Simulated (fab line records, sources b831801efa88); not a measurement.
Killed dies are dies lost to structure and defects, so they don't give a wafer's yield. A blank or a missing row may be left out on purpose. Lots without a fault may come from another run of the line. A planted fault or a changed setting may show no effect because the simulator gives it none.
Which tool did it? | flow gf180mcu | 6 lots, 18 wafers sampled, at 4 steps of a route of 602

WHAT THE GAUGES READ, wafer by wafer
GF_TOP_METAL_CD_MEAS_14: target cd 440 nm.
lot  | measured     | on        | cd_nm (nm)
L481 | day 28 10:08 | cd_sem-01 | 441.7 439.7 440.7
L487 | day 30 00:14 | cd_sem-01 | 438.5 439.5 303.0
L495 | day 32 11:25 | cd_sem-01 | 441.5 441.1 441.4
L497 | day 32 19:15 | cd_sem-02 | 438.5 439.2 439.0
L499 | day 33 12:34 | cd_sem-02 | 437.3 440.6 440.2
L501 | day 33 18:29 | cd_sem-02 | 439.7 439.9 439.0

WHICH TOOL RAN EACH LOT (tool, then ch and the chambers of the sampled wafers, then the start)
lot  | GF_TOP_METAL_SPUTTER_00      | GF_TOP_METAL_SPUTTER_01      | GF_TOP_METAL_EXPOSE_11
L481 | pvd_sputter-01, day 27 14:15 | pvd_sputter-01, day 27 14:21 | iline_stepper-02 ch 0, day 28 01:02
L487 | pvd_sputter-04, day 29 05:32 | pvd_sputter-04, day 29 05:38 | iline_stepper-02 ch 0, day 29 15:24
L495 | pvd_sputter-04, day 31 18:57 | pvd_sputter-04, day 31 19:03 | iline_stepper-02 ch 0, day 32 03:41
L497 | pvd_sputter-01, day 32 03:11 | pvd_sputter-01, day 32 03:17 | iline_stepper-01 ch 0, day 32 11:28
L499 | pvd_sputter-03, day 32 20:27 | pvd_sputter-03, day 32 20:33 | iline_stepper-01 ch 0, day 33 05:02
L501 | pvd_sputter-01, day 33 02:59 | pvd_sputter-01, day 33 03:06 | iline_stepper-02 ch 0, day 33 11:19
- GF_TOP_METAL_SPUTTER_00: material Ti, target thk 37.5 nm, time 150 s.
- GF_TOP_METAL_SPUTTER_01: material TiN, target thk 30 nm, time 25 s.
- GF_TOP_METAL_EXPOSE_11: exposes mask MetalTop, target cd 440 nm.

THE ANSWER, worked out from the rows above alone
Rule: what is usual is taken from the lots themselves. Put in order of their means at a reading, lots are off if they are a third of the lots or fewer, leave a main group of 4 or more, and stand apart from it by a gap of 3 or more times the standard deviation of the main group's means; of several such gaps the widest counts. A main group whose means are all the same, to the digits that the tables above print for the reading, isn't used. A lot without any number at a reading at which 4 lots or more have one is off too. The other lots that the step has rows for count as sound.
Off: L487, at GF_TOP_METAL_CD_MEAS_14 (cd_nm). The main group: mean 440.0 nm, standard deviation 0.9.
A tool fits if, at a process step before that reading, it ran every lot that is off, and no sound lot after the first of them. The gauges at GF_TOP_METAL_CD_MEAS_14 are tried like those tools. None of those tried fits.

WHAT THE SIMULATOR HAD PUT IN
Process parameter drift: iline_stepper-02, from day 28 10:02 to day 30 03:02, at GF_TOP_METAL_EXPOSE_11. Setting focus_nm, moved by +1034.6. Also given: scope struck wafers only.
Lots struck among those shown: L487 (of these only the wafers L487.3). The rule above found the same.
